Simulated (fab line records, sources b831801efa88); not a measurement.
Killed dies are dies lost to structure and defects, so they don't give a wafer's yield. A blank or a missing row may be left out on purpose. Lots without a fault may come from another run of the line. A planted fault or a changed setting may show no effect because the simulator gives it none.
A struck lot beside a sound one | flow sky130 | 13 steps out of a route of 708
Sound: wafers L820.3, L820.5, L820.6. Struck: wafers L824.3, L824.4, L824.6. The cause comes at the end.
At each step with rows: each side's tool, then ch and its chambers, then its first start. Under that, the readings that differ: sound wafers | struck wafers | difference of the means | sigmas: that difference in standard deviations of wafers without a fault.
alike: readings whose means differ by less than 2 such deviations, and words and numbers that are the same on both sides. not compared: withheld readings, readings that some wafer has no value for, bounds like >300 that may hide the same value, and numbers for which the record gives no deviation and whose values overlap.
The two part at a step that has a row with sigmas, a row that says differs or no value, or rows on one side only. Numbers that don't overlap but have no deviation are shown without sigmas and don't part them. A reading that every wafer of one side lacks parts them only if that side has two wafers or more.

first, 5 steps without rows for these wafers: SKY_POLY_GATE_COAT_08 (resist thk 450 nm); SKY_POLY_GATE_SOFTBAKE_09 (time 90 s); SKY_POLY_GATE_EXPOSE_10 (exposes mask P1M, target cd 150 nm); SKY_POLY_GATE_PEB_11; SKY_POLY_GATE_DEVELOP_12 (develop time 60 s).
SKY_POLY_GATE_CD_MEAS_13: target cd 150 nm.
  sound on cd_sem-02, day 21 00:34; struck on cd_sem-02, day 22 06:37
  alike: cd_nm
SKY_POLY_GATE_OVL_MEAS_14:
  sound on overlay-02, day 21 00:39; struck on overlay-01, day 22 06:43
  alike: POLY_GATE_OVL
SKY_POLY_GATE_ETCH_15: etches BARC in N2/H2, stops on SiO2, time 118.5 s, target depth 110 nm.
  sound on rie_diel-02 ch 0,1,2, day 21 00:41; struck on rie_diel-02 ch 0,1,3, day 22 06:44
  alike: chamber_pressure_mTorr, drypump_motor_current_A, n2_flow_sccm, oes_product_au, throttle_valve_pct
  not compared: rf_hours_counter_h
SKY_POLY_GATE_ETCH_16: etches Si3N4 in CH3F/O2, stops on poly-Si, time 147.5 s, target depth 75 nm.
  sound on rie_diel-02 ch 0,1,2, day 21 00:46; struck on rie_diel-02 ch 0,1,3, day 22 06:49
  alike: ch3f_flow_sccm, chamber_pressure_mTorr, drypump_motor_current_A, oes_product_au, throttle_valve_pct
  not compared: rf_hours_counter_h
SKY_POLY_GATE_ETCH_17: etches poly-Si in HBr/Cl2, stops on SiO2, target depth 180 nm, time 70.5 s.
  sound on rie_si-01 ch 1,2,3, day 21 00:52; struck on rie_si-01 ch 0,1,2, day 22 06:55
  alike: chamber_pressure_mTorr, drypump_motor_current_A, mfc_cl2_sccm, oes_product_au, throttle_valve_pct
  not compared: rf_hours_counter_h
SKY_POLY_GATE_STRIP_18: strips in O2/N2.
  sound on plasma_asher-03 ch 0,1, day 21 00:57; struck on plasma_asher-03 ch 0,1, day 22 07:00
  reading                      | sound             | struck            | difference | sigmas
  strip_time_to_endpoint_s (s) | 3.215 3.192 3.176 | 3.103 3.156 3.106 | -0.073     | -3
  alike: chamber_pressure_mTorr, drypump_motor_current_A, n2_flow_sccm, oes_product_au
  not compared: rf_hours_counter_h
then, 1 step without rows for these wafers: SKY_POLY_GATE_CLEAN_19 (cleans in SC1/SC2, time 150 s).
SKY_POLY_GATE_OXIDATION_20: stabilise 600 s, purge 300 s, target thk 4 nm.
  sound on furnace-02 ch 0, day 21 01:14; struck on furnace-01, day 22 08:24
  no value came back on the struck wafers for ox_temp_c (C), ox_temp_c_max, zone_power_top_pct (%); on the sound wafers ox_temp_c (C) reads 849.6 849.8 849.7

WHERE THEY PART
First at SKY_POLY_GATE_STRIP_18; last, within this record, at SKY_POLY_GATE_OXIDATION_20.

WHY: what the simulator had put in
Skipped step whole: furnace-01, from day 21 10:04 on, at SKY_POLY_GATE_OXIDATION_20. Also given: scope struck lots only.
